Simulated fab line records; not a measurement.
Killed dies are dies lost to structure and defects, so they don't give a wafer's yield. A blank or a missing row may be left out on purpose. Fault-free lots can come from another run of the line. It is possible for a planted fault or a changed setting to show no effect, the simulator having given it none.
Commonality check across tools | flow sky130 | 12 lots and 36 wafers in the sample

WHY IT WAS OPENED
SKY_NWELL_RS_MEAS_29, reading NWELL_RS: flagged on 2 of 12 lots. No-fault wafers: 624.4 ohm/sq, standard deviation 1.3.
Rule: a lot is flagged in two cases, either no wafer of it has a number, or all its wafers with numbers fall more than 4 standard deviations from that mean. The rest of the lots are taken to be sound.

lot  | measured     | on            | NWELL_RS (ohm/sq), wafer by wafer | flag
L501 | day 5 07:10  | film metro-01 | 627.0 626.2 626.3                 |
L502 | day 5 13:48  | film metro-02 | 624.3 624.6 624.3                 |
L503 | day 5 22:32  | film metro-02 | 626.8 625.9 624.7                 |
L504 | day 6 00:41  | film metro-01 | 622.2 623.7 623.6                 |
L509 | day 7 06:41  | film metro-04 | 637.1 637.3 638.6                 | FLAGGED
L510 | day 7 15:13  | film metro-01 | 623.3 623.2 622.3                 |
L512 | day 8 02:42  | film metro-04 | 636.4 637.4 638.2                 | FLAGGED
L514 | day 8 13:08  | film metro-04 | 623.3 622.0 622.4                 |
L517 | day 9 08:48  | film metro-02 | 624.3 625.2 625.0                 |
L519 | day 10 00:22 | film metro-04 | 622.9 622.0 623.1                 |
L520 | day 10 04:11 | film metro-01 | 625.5 625.3 624.7                 |
L524 | day 11 00:52 | film metro-04 | 624.5 624.1 622.4                 |
The numbers of the flagged lots are 637.5 ohm/sq on average: +13.1 ohm/sq against the usual, or +10 standard deviations.

WHICH TOOL EACH LOT WENT THROUGH
The record keeps 1 process step preceding the reading, out of 708 steps on the route. Each cell gives the tool, then ch followed by the chambers the sampled wafers passed through, then the start.
lot  | flag    | SKY_NWELL_IMPLANT_13
L501 |         | implanter-01 ch 0, day 4 13:25
L502 |         | implanter-04 ch 0, day 4 19:47
L503 |         | implanter-03 ch 0, day 5 03:29
L504 |         | implanter-01 ch 0, day 5 05:41
L509 | FLAGGED | implanter-01 ch 0, day 6 10:13
L510 |         | implanter-04 ch 0, day 6 18:23
L512 | FLAGGED | implanter-01 ch 0, day 7 06:08
L514 |         | implanter-03 ch 0, day 7 16:25
L517 |         | implanter-03 ch 0, day 8 11:14
L519 |         | implanter-04 ch 0, day 9 01:22
L520 |         | implanter-03 ch 0, day 9 05:53
L524 |         | implanter-03 ch 0, day 10 02:32
What the steps here do:
- SKY_NWELL_IMPLANT_13
- SKY_NWELL_RS_MEAS_29: measures by four-point-probe.

FLAGGED AGAINST TOTAL, ONE TOOL AT A TIME (gauges that did the reading follow at the end)
step                 | tool          | lots run | flagged | share of the flagged lots | sound lots run after its first flagged lot
SKY_NWELL_IMPLANT_13 | implanter-01  | 4        | 2       | all                       | 0
SKY_NWELL_IMPLANT_13 | implanter-03  | 5        | 0       | none                      | -
SKY_NWELL_IMPLANT_13 | implanter-04  | 3        | 0       | none                      | -
SKY_NWELL_RS_MEAS_29 | film metro-01 | 4        | 0       | none                      | -
SKY_NWELL_RS_MEAS_29 | film metro-02 | 3        | 0       | none                      | -
SKY_NWELL_RS_MEAS_29 | film metro-04 | 5        | 2       | all                       | 3 (L514,L519,L524)

WHAT IS ALLOWED BY THE TABLE
In 2 table rows, all flagged lots were run: implanter-01 (SKY_NWELL_IMPLANT_13), film metro-04 (SKY_NWELL_RS_MEAS_29).
- implanter-01 at SKY_NWELL_IMPLANT_13: 2 of its 4 lots flagged. A fault beginning between L504 (day 5 05:41), its last sound lot, and L509 (day 6 10:13), its first flagged one, fits the data. Its own readings (dose ions cm2, faraday current uA) fall more than 4 standard deviations out on all wafers of the flagged lots.
- film metro-04 at SKY_NWELL_RS_MEAS_29: 2 of its 5 lots flagged. Lots that were sound ran on it after the first flagged one (L514, L519, L524); a persistent fault on the entire tool would not allow that.
Just one tool remains: implanter-01 at SKY_NWELL_IMPLANT_13.

WHAT HAD BEEN PUT IN BY THE SIMULATOR
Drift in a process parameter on implanter-01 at SKY_NWELL_IMPLANT_13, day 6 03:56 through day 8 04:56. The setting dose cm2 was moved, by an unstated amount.
Shown lots that were struck: L509, L512. The same result came from the rule above.
